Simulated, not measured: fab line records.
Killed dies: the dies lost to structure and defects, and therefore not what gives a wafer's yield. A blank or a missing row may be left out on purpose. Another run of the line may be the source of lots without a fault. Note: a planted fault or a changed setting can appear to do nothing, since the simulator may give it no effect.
fab line records | flow sky130
[record] lots = 13 | wafers = 39 | last_day = 51
route steps=708 shown NWELL@81 VT_ADJUST_LVTN@104 VT_ADJUST_PCH@147 SONOS_TUNNEL@166
lots with no fault: from the same line, run without faults
start_h: the number of hours between the record's first day and the start of the first shown wafer of the lot | wait_h: how many hours have passed since the lot's step before this one | " identical to the entry in the row above | L1.1+2: a single row standing in for several wafers | - no value, or no start was given | * or withheld: withheld | < > ~ a bound
route shown NAME@n: a module of which the file shows steps, and the number in the route of the first | usual: mean and standard deviation over wafers with no fault | same: alike in all rows | chamber/n: place in a boat | sites: each site's reading | _std_site: the standard deviation of these | _edge_site: outer sites' mean less inner sites' | radius_mm: how far each site lies from the wafer's centre | mask NAME#n: copy n | behind: the last tool/chamber to shape the wafer | hold: the reason the lot was held/the length of the hold in hours/how it ended | device: which transistor (n, p or np) failed to switch | end of line: tests of these same wafers at the route's end | a step without rows: its recipe alone | killed: count of dies lost to structure and defects at first sort (not the wafer's yield) | map: shows each die of a wafer: x if killed, . if not, _ if none is there
set.NAME: the setting as run; set.NAME@STEP: as run at that earlier step | model.NAME: the simulator's own value behind a step, which no gauge read
route steps across a sampled set of lots; one table per step, one row per wafer
services: when a tool's chamber went out of use (start_h, in hours from the record's first day, below 0 if earlier), for how many hours, and the reason
[[steps]]
[step SKY_NWELL_RTA_28]
[recipe] temp_c = 1050 | time_s = 30 | idle_temp_c = 650 | ramp_up_c_per_s = 150 | ramp_down_c_per_s = 90 | ambient = N2
[usual] lamp_power_pct = 25.30/0.052 | wafer_temp_C_max = 1054.8/0.92
lot.wafer | tool          | chamber | start_h | wait_h | lamp_power_pct | wafer_temp_C_max
L156.2    | rtp_anneal-02 | 0       | 111.86  | 0.0    | 25.24          | 1054.7
L156.4    | "             | 0       | "       | "      | 25.28          | 1054.2
L156.5    | "             | 0       | "       | "      | 25.33          | 1055.8
L160.1    | rtp_anneal-02 | 0       | 135.91  | 0.0    | 25.35          | 1053.8
L160.4    | "             | 0       | "       | "      | 25.30          | 1054.0
L160.6    | "             | 0       | "       | "      | 25.35          | 1056.0
L161.4    | rtp_anneal-01 | 0       | 140.07  | 0.1    | 25.32          | 1053.5
L161.5    | "             | 0       | "       | "      | 25.27          | 1054.6
L161.6    | "             | 0       | "       | "      | 25.29          | 1056.2
L163.3    | rtp_anneal-01 | 0       | 151.28  | 0.0    | 25.36          | 1055.7
L163.4    | "             | 0       | "       | "      | 25.37          | 1053.7
L163.6    | "             | 0       | "       | "      | 25.34          | 1055.1
L170.3    | rtp_anneal-01 | 0       | 194.45  | 0.0    | 25.23          | 1055.3
L170.5    | "             | 0       | "       | "      | 25.27          | 1053.7
L170.6    | "             | 0       | "       | "      | 25.34          | 1055.2
L171.2    | rtp_anneal-01 | 0       | 199.81  | 0.0    | 25.30          | 1053.4
L171.3    | "             | 0       | "       | "      | 25.26          | 1053.6
L171.6    | "             | 0       | "       | "      | 25.24          | 1054.6
L172.2    | rtp_anneal-02 | 0       | 208.20  | 0.0    | 25.19          | 1054.9
L172.4    | "             | 0       | "       | "      | 25.37          | 1054.3
L172.5    | "             | 0       | "       | "      | 25.43          | 1055.2
L173.1    | rtp_anneal-01 | 0       | 212.51  | 0.0    | 25.23          | 1054.7
L173.2    | "             | 0       | "       | "      | 25.32          | 1057.5
L173.5    | "             | 0       | "       | "      | 25.21          | 1055.7
L174.3    | rtp_anneal-02 | 0       | 215.18  | 0.0    | 25.34          | 1054.0
L174.4    | "             | 0       | "       | "      | 25.22          | 1056.1
L174.5    | "             | 0       | "       | "      | 25.40          | 1054.0
L175.1    | rtp_anneal-01 | 0       | 220.79  | 0.0    | 25.35          | 1053.5
L175.3    | "             | 0       | "       | "      | 25.28          | 1055.0
L175.6    | "             | 0       | "       | "      | 25.31          | 1055.0
L176.1    | rtp_anneal-02 | 0       | 230.64  | 0.0    | 25.25          | 1054.2
L176.2    | "             | 0       | "       | "      | 25.28          | 1054.5
L176.3    | "             | 0       | "       | "      | 25.35          | 1054.7
L178.3    | rtp_anneal-01 | 0       | 240.58  | 0.0    | 25.30          | 1054.8
L178.5    | "             | 0       | "       | "      | 25.34          | 1055.4
L178.6    | "             | 0       | "       | "      | 25.35          | 1055.6
L179.2    | rtp_anneal-02 | 0       | 243.56  | 0.0    | 25.24          | 1054.2
L179.3    | "             | 0       | "       | "      | 25.39          | 1055.1
L179.6    | "             | 0       | "       | "      | 25.21          | 1055.0
[step SKY_NWELL_RS_MEAS_29]
[recipe] thk_meas_gauge = four-point-probe
[usual] NWELL_RS = 623.3/1.5
lot.wafer | tool          | chamber | start_h | wait_h | NWELL_RS[ohm/sq]
L156.2    | film_metro-03 | -       | 111.97  | 0.1    | 625.2
L156.4    | "             | -       | "       | "      | 626.5
L156.5    | "             | -       | "       | "      | 625.4
L160.1    | film_metro-02 | -       | 136.01  | 0.1    | 624.4
L160.4    | "             | -       | "       | "      | 624.8
L160.6    | "             | -       | "       | "      | 623.9
L161.4    | film_metro-01 | -       | 140.18  | 0.1    | 622.0
L161.5    | "             | -       | "       | "      | 623.0
L161.6    | "             | -       | "       | "      | 622.5
L163.3    | film_metro-01 | -       | 151.39  | 0.1    | 623.7
L163.4    | "             | -       | "       | "      | 622.7
L163.6    | "             | -       | "       | "      | 623.6
L170.3    | film_metro-02 | -       | 194.56  | 0.1    | 624.5
L170.5    | "             | -       | "       | "      | 622.9
L170.6    | "             | -       | "       | "      | 621.8
L171.2    | film_metro-02 | -       | 199.92  | 0.1    | 625.1
L171.3    | "             | -       | "       | "      | 623.1
L171.6    | "             | -       | "       | "      | 624.1
L172.2    | film_metro-01 | -       | 208.38  | 0.2    | 623.0
L172.4    | "             | -       | "       | "      | 622.4
L172.5    | "             | -       | "       | "      | 624.1
L173.1    | film_metro-01 | -       | 212.61  | 0.1    | 621.7
L173.2    | "             | -       | "       | "      | 623.7
L173.5    | "             | -       | "       | "      | 623.9
L174.3    | film_metro-01 | -       | 215.29  | 0.1    | 621.9
L174.4    | "             | -       | "       | "      | 622.3
L174.5    | "             | -       | "       | "      | 620.4
L175.1    | film_metro-01 | -       | 220.89  | 0.1    | 623.3
L175.3    | "             | -       | "       | "      | 623.0
L175.6    | "             | -       | "       | "      | 621.9
L176.1    | film_metro-03 | -       | 230.74  | 0.1    | 624.5
L176.2    | "             | -       | "       | "      | 626.2
L176.3    | "             | -       | "       | "      | 625.4
L178.3    | film_metro-03 | -       | 240.69  | 0.1    | 624.9
L178.5    | "             | -       | "       | "      | 623.3
L178.6    | "             | -       | "       | "      | 624.0
L179.2    | film_metro-03 | -       | 243.68  | 0.1    | 622.4
L179.3    | "             | -       | "       | "      | 622.4
L179.6    | "             | -       | "       | "      | 621.3
[step SKY_VT_ADJUST_LVTN_OVL_MEAS_07]
[usual] VT_ADJUST_LVTN_OVL = -0.4/1.5
lot.wafer | tool       | chamber | start_h | wait_h | VT_ADJUST_LVTN_OVL[nm]
L156.2    | overlay-02 | -       | 149.98  | -      | -1.1
L156.4    | "          | -       | "       | "      | -2.1
L156.5    | "          | -       | "       | "      | -2.4
L160.1    | overlay-01 | -       | 176.50  | -      | 0.5
L160.4    | "          | -       | "       | "      | 0.9
L160.6    | "          | -       | "       | "      | 0.6
L161.4    | overlay-01 | -       | 180.64  | -      | -0.4
L161.5    | "          | -       | "       | "      | -2.6
L161.6    | "          | -       | "       | "      | -0.3
L163.3    | overlay-01 | -       | 192.48  | -      | 1.0
L163.4    | "          | -       | "       | "      | 0.1
L163.6    | "          | -       | "       | "      | -0.6
L170.3    | overlay-02 | -       | 239.33  | -      | 0.2
L170.5    | "          | -       | "       | "      | 0.9
L170.6    | "          | -       | "       | "      | 0.6
L171.2    | overlay-02 | -       | 245.05  | -      | 2.6
L171.3    | "          | -       | "       | "      | 2.2
L171.6    | "          | -       | "       | "      | 3.4
L172.2    | overlay-01 | -       | 254.32  | -      | 1.7
L172.4    | "          | -       | "       | "      | -0.1
L172.5    | "          | -       | "       | "      | 0.9
L173.1    | overlay-01 | -       | 257.30  | -      | -0.3
L173.2    | "          | -       | "       | "      | -0.9
L173.5    | "          | -       | "       | "      | 1.1
L174.3    | overlay-02 | -       | 261.76  | -      | -0.9
L174.4    | "          | -       | "       | "      | -1.1
L174.5    | "          | -       | "       | "      | 1.1
L175.1    | overlay-01 | -       | 268.07  | -      | -0.6
L175.3    | "          | -       | "       | "      | -2.0
L175.6    | "          | -       | "       | "      | -0.5
L176.1    | overlay-01 | -       | 278.35  | -      | -2.7
L176.2    | "          | -       | "       | "      | -1.3
L176.3    | "          | -       | "       | "      | -1.2
L178.3    | overlay-01 | -       | 289.81  | -      | 1.4
L178.5    | "          | -       | "       | "      | 1.8
L178.6    | "          | -       | "       | "      | 0.2
L179.2    | overlay-02 | -       | 292.27  | -      | -0.1
L179.3    | "          | -       | "       | "      | -0.4
L179.6    | "          | -       | "       | "      | -0.7
[step SKY_VT_ADJUST_PCH_EXPOSE_04]
[recipe] mask_id = NWM | na = 0.6 | source_shape = conventional | sigma_outer = 0.6 | polarization = unpolarized | target_cd_nm = 840 | dose_mj = 255
[same] sigma_outer = 0.6
lot.wafer  | tool             | chamber | start_h | wait_h | mask
L156.2+4+5 | iline_stepper-02 | 0       | 225.19  | -      | NWM#0
L160.1+4+6 | iline_stepper-02 | 0       | 254.09  | -      | NWM#0
L161.4+5+6 | iline_stepper-01 | 0       | 259.83  | -      | TUNM#0
L163.3+4+6 | iline_stepper-01 | 0       | 273.55  | -      | NWM#0
L170.3+5+6 | iline_stepper-01 | 0       | 327.25  | -      | NWM#0
L171.2+3+6 | iline_stepper-02 | 0       | 334.22  | -      | NWM#0
L172.2+4+5 | iline_stepper-01 | 0       | 344.24  | -      | NWM#0
L173.1+2+5 | iline_stepper-02 | 0       | 349.07  | -      | NWM#0
L174.3+4+5 | iline_stepper-02 | 0       | 351.36  | -      | NWM#0
L175.1+3+6 | iline_stepper-02 | 0       | 360.22  | -      | NWM#0
L176.1+2+3 | iline_stepper-01 | 0       | 371.79  | -      | NWM#0
L178.3+5+6 | iline_stepper-02 | 0       | 384.86  | -      | NWM#0
L179.2+3+6 | iline_stepper-02 | 0       | 388.43  | -      | NWM#0
[step SKY_VT_ADJUST_PCH_OVL_MEAS_07]
[usual] VT_ADJUST_PCH_OVL = -0.9/1.4
lot.wafer | tool       | chamber | start_h | wait_h | VT_ADJUST_PCH_OVL[nm]
L156.2    | overlay-02 | -       | 236.43  | -      | 0.1
L156.4    | "          | -       | "       | "      | -0.8
L156.5    | "          | -       | "       | "      | -0.8
L160.1    | overlay-01 | -       | 266.72  | -      | -0.1
L160.4    | "          | -       | "       | "      | 0.8
L160.6    | "          | -       | "       | "      | -0.7
L161.4    | overlay-02 | -       | 271.98  | -      | -
L161.5    | "          | -       | "       | "      | -
L161.6    | "          | -       | "       | "      | -
L163.3    | overlay-02 | -       | 285.91  | -      | -0.6
L163.4    | "          | -       | "       | "      | 0.5
L163.6    | "          | -       | "       | "      | 0.3
L170.3    | overlay-02 | -       | 340.23  | -      | 1.2
L170.5    | "          | -       | "       | "      | 0.6
L170.6    | "          | -       | "       | "      | -0.8
L171.2    | overlay-02 | -       | 348.06  | -      | -0.9
L171.3    | "          | -       | "       | "      | -1.7
L171.6    | "          | -       | "       | "      | -2.6
L172.2    | overlay-01 | -       | 358.07  | -      | -3.3
L172.4    | "          | -       | "       | "      | 0.0
L172.5    | "          | -       | "       | "      | -1.6
L173.1    | overlay-01 | -       | 363.02  | -      | -1.2
L173.2    | "          | -       | "       | "      | -1.0
L173.5    | "          | -       | "       | "      | -0.1
L174.3    | overlay-01 | -       | 365.61  | -      | 0.7
L174.4    | "          | -       | "       | "      | 1.7
L174.5    | "          | -       | "       | "      | 2.7
L175.1    | overlay-02 | -       | 374.35  | -      | -2.0
L175.3    | "          | -       | "       | "      | -2.5
L175.6    | "          | -       | "       | "      | -1.9
L176.1    | overlay-01 | -       | 385.80  | -      | -1.6
L176.2    | "          | -       | "       | "      | -0.3
L176.3    | "          | -       | "       | "      | -1.4
L178.3    | overlay-01 | -       | 399.86  | -      | -1.0
L178.5    | "          | -       | "       | "      | 0.3
L178.6    | "          | -       | "       | "      | -2.2
L179.2    | overlay-01 | -       | 402.17  | -      | 1.3
L179.3    | "          | -       | "       | "      | 0.6
L179.6    | "          | -       | "       | "      | 1.0
[step SKY_VT_ADJUST_PCH_TW_MEAS_10]
[usual] VT_ADJUST_PCH_TW = 142.5/1.2
lot.wafer | tool          | chamber | start_h | wait_h | VT_ADJUST_PCH_TW
L156.2    | film_metro-03 | -       | 236.72  | 0.1    | 142.3
L156.4    | "             | -       | "       | "      | 142.4
L156.5    | "             | -       | "       | "      | 141.6
L160.1    | film_metro-01 | -       | 267.00  | 0.1    | 141.1
L160.4    | "             | -       | "       | "      | 141.4
L160.6    | "             | -       | "       | "      | 141.0
L161.4    | film_metro-04 | -       | 272.28  | 0.1    | 29.9
L161.5    | "             | -       | "       | "      | 30.1
L161.6    | "             | -       | "       | "      | 30.0
L163.3    | film_metro-04 | -       | 286.21  | 0.1    | 142.5
L163.4    | "             | -       | "       | "      | 143.2
L163.6    | "             | -       | "       | "      | 142.6
L170.3    | film_metro-01 | -       | 340.52  | 0.1    | 140.0
L170.5    | "             | -       | "       | "      | 140.2
L170.6    | "             | -       | "       | "      | 139.9
L171.2    | film_metro-01 | -       | 348.35  | 0.1    | 140.3
L171.3    | "             | -       | "       | "      | 140.2
L171.6    | "             | -       | "       | "      | 140.7
L172.2    | film_metro-04 | -       | 358.36  | 0.1    | 143.1
L172.4    | "             | -       | "       | "      | 142.3
L172.5    | "             | -       | "       | "      | 143.4
L173.1    | film_metro-01 | -       | 363.30  | 0.1    | 140.1
L173.2    | "             | -       | "       | "      | 141.1
L173.5    | "             | -       | "       | "      | 140.9
L174.3    | film_metro-03 | -       | 365.91  | 0.1    | 142.2
L174.4    | "             | -       | "       | "      | 141.8
L174.5    | "             | -       | "       | "      | 142.1
L175.1    | film_metro-03 | -       | 374.64  | 0.1    | 142.5
L175.3    | "             | -       | "       | "      | 142.6
L175.6    | "             | -       | "       | "      | 142.4
L176.1    | film_metro-03 | -       | 386.09  | 0.1    | 142.9
L176.2    | "             | -       | "       | "      | 142.6
L176.3    | "             | -       | "       | "      | 143.1
L178.3    | film_metro-04 | -       | 400.16  | 0.1    | 145.2
L178.5    | "             | -       | "       | "      | 143.7
L178.6    | "             | -       | "       | "      | 143.8
L179.2    | film_metro-01 | -       | 402.46  | 0.1    | 140.3
L179.3    | "             | -       | "       | "      | 140.6
L179.6    | "             | -       | "       | "      | 141.8
[step SKY_SONOS_TUNNEL_TW_MEAS_12]
[usual] SONOS_TUNNEL_TW = 197.4/1.9
lot.wafer | tool          | chamber | start_h | wait_h | SONOS_TUNNEL_TW
L156.2    | film_metro-02 | -       | 260.15  | 0.0    | 199.4
L156.4    | "             | -       | "       | "      | 199.8
L156.5    | "             | -       | "       | "      | 198.0
L160.1    | film_metro-01 | -       | 292.24  | 0.0    | 195.4
L160.4    | "             | -       | "       | "      | 195.3
L160.6    | "             | -       | "       | "      | 195.0
L161.4    | film_metro-01 | -       | 298.01  | 0.0    | 210.3
L161.5    | "             | -       | "       | "      | 210.8
L161.6    | "             | -       | "       | "      | 210.0
L163.3    | film_metro-04 | -       | 312.38  | 0.0    | 198.3
L163.4    | "             | -       | "       | "      | 198.2
L163.6    | "             | -       | "       | "      | 198.3
L170.3    | film_metro-04 | -       | 369.79  | 0.0    | 198.8
L170.5    | "             | -       | "       | "      | 198.1
L170.6    | "             | -       | "       | "      | 198.7
L171.2    | film_metro-04 | -       | 376.68  | 0.0    | 199.7
L171.3    | "             | -       | "       | "      | 199.4
L171.6    | "             | -       | "       | "      | 198.2
L172.2    | film_metro-01 | -       | 386.67  | 0.0    | 195.4
L172.4    | "             | -       | "       | "      | 195.1
L172.5    | "             | -       | "       | "      | 194.6
L173.1    | film_metro-04 | -       | 392.21  | 0.0    | 199.4
L173.2    | "             | -       | "       | "      | 199.4
L173.5    | "             | -       | "       | "      | 198.9
L174.3    | film_metro-01 | -       | 395.28  | 0.0    | 194.3
L174.4    | "             | -       | "       | "      | 195.2
L174.5    | "             | -       | "       | "      | 193.5
L175.1    | film_metro-02 | -       | 404.16  | 0.0    | 198.4
L175.3    | "             | -       | "       | "      | 199.2
L175.6    | "             | -       | "       | "      | 198.1
L176.1    | film_metro-02 | -       | 416.50  | 0.0    | 197.5
L176.2    | "             | -       | "       | "      | 198.9
L176.3    | "             | -       | "       | "      | 198.4
L178.3    | film_metro-01 | -       | 430.60  | 0.0    | 194.3
L178.5    | "             | -       | "       | "      | 194.6
L178.6    | "             | -       | "       | "      | 194.6
L179.2    | film_metro-04 | -       | 433.14  | 0.0    | 199.4
L179.3    | "             | -       | "       | "      | 198.5
L179.6    | "             | -       | "       | "      | 200.4
[[services]]
tool             | chamber | start_h | hours | kind
iline_stepper-02 | -       | 119.55  | 5.2   | repair
iline_stepper-02 | -       | 148.01  | 5.8   | repair
iline_stepper-01 | -       | 181.06  | 1.7   | pm
rtp_anneal-01    | -       | 212.61  | 5.3   | pm
iline_stepper-01 | 0       | 224.55  | -     | calibration
iline_stepper-02 | 0       | 234.29  | -     | calibration
iline_stepper-02 | -       | 251.59  | 1.7   | pm
iline_stepper-02 | -       | 287.34  | 4.4   | pm
iline_stepper-02 | -       | 302.05  | 20.4  | repair
rtp_anneal-02    | -       | 326.27  | 73.4  | pm
iline_stepper-01 | -       | 333.48  | 4.4   | pm
iline_stepper-01 | -       | 348.89  | 2.1   | pm
iline_stepper-01 | -       | 350.97  | -     | consumable_replace:lamp
iline_stepper-01 | -       | 380.13  | 11.0  | repair
[[key]]
[first_sign] step = SKY_VT_ADJUST_PCH_EXPOSE_04 | reading = mask | direction = changed
[effect] step = SKY_VT_ADJUST_PCH_OVL_MEAS_07 | reading = VT_ADJUST_PCH_OVL | direction = missing
[effect] step = SKY_VT_ADJUST_PCH_TW_MEAS_10 | reading = VT_ADJUST_PCH_TW | direction = down | sigmas = 96 | usual = 142.5 | struck = 30.0
[effect] step = SKY_SONOS_TUNNEL_TW_MEAS_12 | reading = SONOS_TUNNEL_TW | direction = up | sigmas = 6.8 | usual = 197.4 | struck = 210.4
met_at SKY_VT_ADJUST_PCH_EXPOSE_04
struck_lots L161
sort_left_out L161.4,L161.5,L161.6
tester_left_out L161
not_acting_at SKY_NWELL_RTA_28,SKY_NWELL_RS_MEAS_29,SKY_VT_ADJUST_LVTN_OVL_MEAS_07
[fault] kind = wrong_mask | tool = any | chamber = - | onset_h = 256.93 | steps = SKY_VT_ADJUST_PCH_EXPOSE_04 | aux_copy = TUNM#0 | scope = struck_lots_only
// tester_left_out: of these lots the tester's yield and bins aren't shown, on N5 and GAA mostly nor the transistor test; their killed dies are dies lost to structure and defects alone, not to doping, threshold or leakage, so they don't give the yield
// sort_left_out: the simulated sort isn't trusted on such a fault, so these wafers' sort isn't shown, and their yield isn't known
